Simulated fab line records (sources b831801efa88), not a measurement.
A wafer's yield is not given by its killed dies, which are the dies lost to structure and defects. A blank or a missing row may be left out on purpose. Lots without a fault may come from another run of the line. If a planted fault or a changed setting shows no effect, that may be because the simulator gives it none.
A sampling plan put to the test ; flow gf180mcu ; one fab line, 13 faults that these records tell of, each judged on the records of the lots that it struck
The plan is the line's own looks: the steps of the route at which a gauge or an inspection reads the wafer and doesn't change it. A look is open to judgement when struck wafers have a number at it and the file gives its usual mean and standard deviation on fault-free wafers. Caught: a look later than the fault's first step finds the struck wafers' mean 4 or more of those standard deviations (sigma) from the usual mean. On the tool: the test repeated on the tool's own readings taken at the fault's steps. It also counts as caught if the struck wafers ran another recipe or if their record alone is blank.

THE FAULTS, as the simulator had put them in
1. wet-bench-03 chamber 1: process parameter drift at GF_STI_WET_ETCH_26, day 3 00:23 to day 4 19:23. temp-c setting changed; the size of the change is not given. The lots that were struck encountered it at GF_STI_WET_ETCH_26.
2. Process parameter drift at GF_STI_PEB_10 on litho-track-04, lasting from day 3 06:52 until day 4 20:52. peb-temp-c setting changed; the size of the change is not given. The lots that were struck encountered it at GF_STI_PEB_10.
3. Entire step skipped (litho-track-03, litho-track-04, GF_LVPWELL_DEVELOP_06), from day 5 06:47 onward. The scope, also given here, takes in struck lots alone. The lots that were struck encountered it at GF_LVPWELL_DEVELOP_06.
4. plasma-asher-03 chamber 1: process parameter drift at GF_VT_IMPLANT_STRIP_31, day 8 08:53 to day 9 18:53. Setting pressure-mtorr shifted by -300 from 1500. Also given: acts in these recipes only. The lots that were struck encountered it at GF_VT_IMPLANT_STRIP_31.
5. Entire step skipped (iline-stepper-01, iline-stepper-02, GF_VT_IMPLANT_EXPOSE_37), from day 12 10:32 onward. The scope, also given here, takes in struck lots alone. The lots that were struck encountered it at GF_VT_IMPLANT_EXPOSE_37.
6. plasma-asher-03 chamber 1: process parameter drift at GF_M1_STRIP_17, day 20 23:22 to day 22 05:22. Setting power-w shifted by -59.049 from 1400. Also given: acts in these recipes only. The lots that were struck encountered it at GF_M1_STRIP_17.
7. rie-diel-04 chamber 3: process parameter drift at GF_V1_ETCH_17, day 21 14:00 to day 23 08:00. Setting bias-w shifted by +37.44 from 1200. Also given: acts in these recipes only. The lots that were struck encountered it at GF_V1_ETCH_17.
8. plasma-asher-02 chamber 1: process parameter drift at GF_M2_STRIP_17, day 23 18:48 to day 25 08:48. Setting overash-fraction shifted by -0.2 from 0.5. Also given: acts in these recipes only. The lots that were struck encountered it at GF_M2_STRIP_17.
9. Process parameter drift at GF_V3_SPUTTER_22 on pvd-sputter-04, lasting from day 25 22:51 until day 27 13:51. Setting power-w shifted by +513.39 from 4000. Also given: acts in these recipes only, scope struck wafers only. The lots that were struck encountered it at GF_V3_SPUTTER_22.
10. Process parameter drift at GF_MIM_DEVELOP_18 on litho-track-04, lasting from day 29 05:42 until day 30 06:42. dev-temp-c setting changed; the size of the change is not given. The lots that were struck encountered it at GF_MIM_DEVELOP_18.
11. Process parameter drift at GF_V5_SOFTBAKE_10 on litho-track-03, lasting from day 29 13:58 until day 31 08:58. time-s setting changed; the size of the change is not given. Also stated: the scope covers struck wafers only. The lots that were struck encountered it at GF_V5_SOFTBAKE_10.
12. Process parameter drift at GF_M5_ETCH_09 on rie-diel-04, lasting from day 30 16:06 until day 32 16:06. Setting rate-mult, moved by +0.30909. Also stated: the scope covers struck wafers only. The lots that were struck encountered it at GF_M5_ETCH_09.
13. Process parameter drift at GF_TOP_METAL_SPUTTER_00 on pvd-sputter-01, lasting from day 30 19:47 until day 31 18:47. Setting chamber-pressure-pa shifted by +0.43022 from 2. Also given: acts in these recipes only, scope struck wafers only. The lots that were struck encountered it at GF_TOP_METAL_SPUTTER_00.

WHAT THE PLAN SAW
fault;on the tool itself;first look that catches it;reading, sigma;median hours from its first step to that look;hours from the fault's start to the first struck lot there;judged looks passed uncaught
1;temp-c +50 sigma;none of the 2 looks that can be judged after it;-;-;-;2
2;heater-power-total-W -11 sigma;none of the 2 looks that can be judged after it;-;-;-;2
3;the tool's record is blank for the struck wafers;no look after it can be judged;-;-;-;0
4;chamber-pressure-mTorr -99 or beyond sigma;no look after it can be judged;-;-;-;0
5;no reading that can be judged;no look after it can be judged;-;-;-;0
6;strip-time-to-endpoint-s +4.7 sigma;no look after it can be judged;-;-;-;0
7;bias-w +10 sigma;none of the 2 looks that can be judged after it;-;-;-;2
8;under 2 sigma;no look after it can be judged;-;-;-;0
9;cathode-dc-power-W +99 or beyond sigma;no look after it can be judged;-;-;-;0
10;developer-temp-C +10 sigma;no look after it can be judged;-;-;-;0
11;run-length-s +17 sigma;not the one look that can be judged after it;-;-;-;1
12;oes-product-au +24 sigma;no look after it can be judged;-;-;-;0
13;chamber-pressure-pa +99 or beyond sigma;not the one look that can be judged after it;-;-;-;1
A dash: the fault isn't caught, or these records don't give the number.

Caught at a look: 0 of 13. Caught on the tool: 11 of 13. By one or the other: 11 of 13.
Faults 1, 2, 3, 4, 6, 7, 9, 10, 11, 12, 13 were caught on the tool alone.
Caught by neither: faults 5, 8.
